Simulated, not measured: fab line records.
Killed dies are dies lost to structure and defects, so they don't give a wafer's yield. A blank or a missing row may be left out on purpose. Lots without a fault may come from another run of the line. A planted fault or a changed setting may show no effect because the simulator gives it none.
The same fault as seen by 2 desks :: flow sfq_line :: every desk sees just its own numbers, and what lay behind them comes last

TOOL OWNER'S DESK, pvd_sputter-06
The tool's own readings at SFQ_TRILAYER_M2_DEP_SPUTTER_055 (material Nb, target thk 200 nm, time 133.3 s): means of the sampled wafers that have a number, for each lot that ran on this tool. Any lot whose mean is over 4 standard deviations away from the usual mean is out of limits and marked OUT; that distance is given in the brackets.
Columns: A = chamber_pressure_pa at SFQ_TRILAYER_M2_DEP_SPUTTER_055, usual 0.13331 Pa; B = throttle_valve_pct at SFQ_TRILAYER_M2_DEP_SPUTTER_055, usual 30.7 %
lot: L201
first seen here: day 17 17:39
A: 0.13338
B: 29.4

lot: L203
first seen here: day 18 06:25
A: 0.13299
B: 30.3

lot: L208
first seen here: day 22 07:25
A: 0.13338
B: 29.6

lot: L211
first seen here: day 23 11:01
A: 0.13346
B: 30.4
Result from this desk: across the 4 lots, nothing is out of limits.

AT THE METROLOGY DESK
Lot by lot, what the gauges showed, no matter which tool ran the lot: averages of those sampled wafers that carry a number. Any lot whose mean is over 4 standard deviations away from the usual mean is out of limits and marked OUT; that distance is given in the brackets.
Columns: A = M2_NB_RS at SFQ_M2_RS_MEAS_914, usual 0.890 ohm/sq
lot: L197
first seen here: day 16 02:19
A: 0.887

lot: L201
first seen here: day 17 17:48
A: 0.893

lot: L202
first seen here: day 17 20:10
A: 0.894

lot: L203
first seen here: day 18 06:33
A: 0.891

lot: L207
first seen here: day 21 23:20
A: 0.884

lot: L208
first seen here: day 22 07:34
A: 0.830 (-8.9) OUT

lot: L211
first seen here: day 23 11:07
A: 0.830 (-8.9) OUT

lot: L214
first seen here: day 24 11:08
A: 0.881

lot: L215
first seen here: day 24 15:57
A: 0.889

lot: L216
first seen here: day 24 20:46
A: 0.886

lot: L217
first seen here: day 25 00:19
A: 0.900

lot: L218
first seen here: day 25 03:57
A: 0.893

lot: L219
first seen here: day 25 20:00
A: 0.889

lot: L220
first seen here: day 25 23:34
A: 0.889
This desk finds L208, L211 out of limits, with the earliest case on L208 at day 22 07:34 (M2_NB_RS at SFQ_M2_RS_MEAS_914). In limits: L197, L201, L202, L203, L207, L214, L215, L216, L217, L218, L219, L220.

BROUGHT TOGETHER
An alarm was possible from the metrology desk at day 22 07:34, on L208, L211.
The tool owner's desk saw nothing out of limits.
Tool owner's desk: L208, L211 on record, inside its limits.
Of the lots named, all ran SFQ_TRILAYER_M2_DEP_SPUTTER_055 on pvd_sputter-06.

WHAT THE SIMULATOR HAD PUT IN
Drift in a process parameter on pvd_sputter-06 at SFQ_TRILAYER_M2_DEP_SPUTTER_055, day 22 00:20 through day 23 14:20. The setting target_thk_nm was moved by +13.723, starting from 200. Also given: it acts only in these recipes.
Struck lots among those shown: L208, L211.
Time in hours between the start of the fault and the first out-of-limits reading at each desk: metrology desk, 7.
